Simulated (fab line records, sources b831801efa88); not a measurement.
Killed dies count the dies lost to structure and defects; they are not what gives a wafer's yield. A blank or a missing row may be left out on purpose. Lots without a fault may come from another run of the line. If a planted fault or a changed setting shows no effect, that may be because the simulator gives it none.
A lot that was struck, set against a sound lot | flow sfqLine | 13 steps out of a route of 325
Sound: the wafers L873.1, L873.2, L873.5. Wafers struck: L880.2, L880.5, L880.6. The cause is given at the end.
For every step that has rows: the tool of each side, followed by ch and its chambers, followed by its first start. Under that, the readings that differ: sound wafers | struck wafers | difference of the means | sigmas: that difference in standard deviations of wafers without a fault.
alike: words and numbers the same on both sides, and readings whose means are apart by under 2 such deviations; not compared: readings that were withheld, readings missing a value for some wafer, numbers with overlapping values and no deviation given by the record, and bounds like >300 which may hide the same value.
Wherever a step has rows on one side only, a row that says differs or no value, or a row with sigmas, the two part there. When numbers do not overlap yet have no deviation, they are printed without sigmas and do not part them. Lack of a reading on every wafer of one side parts them only where that side has two or more wafers.

first, 2 steps without rows for these wafers: SFQ_TRILAYER_I3_VIA_STRIP_SOLV_CLEAN_090 (cleans in NMP, time 600 s); SFQ_TRILAYER_M4_DEP_PRE_CLEAN_092 (time 22.5 s).
SFQ_TRILAYER_M4_DEP_SPUTTER_091: material Nb, target thk 200 nm, time 133.3 s.
  sound on pvdSputter-05 at day 34 04:16; struck on pvdSputter-04 at day 36 09:51
  alike: throttleValvePct
SFQ_M4_RS_MEAS_924: a four-point-probe measurement.
  sound on filmMetro-01 at day 34 04:22; struck on filmMetro-01 at day 36 09:58
  alike: M4_NB_RS
then, 6 steps without rows for these wafers: SFQ_TRILAYER_M4_LITHO_COAT_098 (resist thk 62 nm); SFQ_TRILAYER_M4_LITHO_COAT_093 (resist thk 600 nm); SFQ_TRILAYER_M4_LITHO_SOFTBAKE_097; SFQ_TRILAYER_M4_LITHO_EXPOSE_094 (exposes mask M4, target cd 500 nm); SFQ_TRILAYER_M4_LITHO_PEB_096 (peb time 60 s); SFQ_TRILAYER_M4_LITHO_DEVELOP_095 (time 60 s).
-- the record jumps here: 2 days lie between the struck wafers' starts before and after --
SFQ_M4_OVL_MEAS_926:
  sound on overlay-01 at day 36 20:14; struck on overlay-01 at day 38 10:38
  alike: M4_OVL
SFQ_TRILAYER_M4_BARC_OPEN_METAL_ETCH_123: etches BARC in O2, target depth 125 nm, time 41.7 s.
  sound on rieMetal-03 ch 0,1, day 36 20:16; struck on rieMetal-04 ch 0,1, day 38 10:40
reading                                            | sound             | struck            | difference | sigmas
oesProductAu (a.u.)                                | 0.686 0.683 0.685 | 0.675 0.661 0.669 | -0.016     | -4
runLengthS (s)                                     | 69.82 70.09 69.77 | 72.55 72.82 71.95 | +2.55      | +9
model.KrF_of_TRILAYER_M4_LITHO_COAT_093.thkNm (nm) | 525.8 522.5 521.3 | 519.9 519.4 519.4 | -3.6       | 
  alike: drypumpMotorCurrentA
  not compared: rfHoursCounterH
SFQ_TRILAYER_M4_ETCH_METAL_ETCH_096: etches Nb in Cl2/Ar, stops on SiO2, target depth 240 nm, time 120 s.
  sound on rieMetal-03 ch 0,1, day 36 20:20; struck on rieMetal-04 ch 0,1, day 38 10:44
  alike: drypumpMotorCurrentA, oesProductAu, runLengthS
  not compared: rfHoursCounterH

WHERE THEY PART
Only at SFQ_TRILAYER_M4_BARC_OPEN_METAL_ETCH_123, within this record. Later steps at which nothing parts them and some readings are alike: SFQ_TRILAYER_M4_ETCH_METAL_ETCH_096.

WHY: what the simulator had put in
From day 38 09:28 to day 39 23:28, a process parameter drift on rieMetal-04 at SFQ_TRILAYER_M4_BARC_OPEN_METAL_ETCH_123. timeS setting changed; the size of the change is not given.
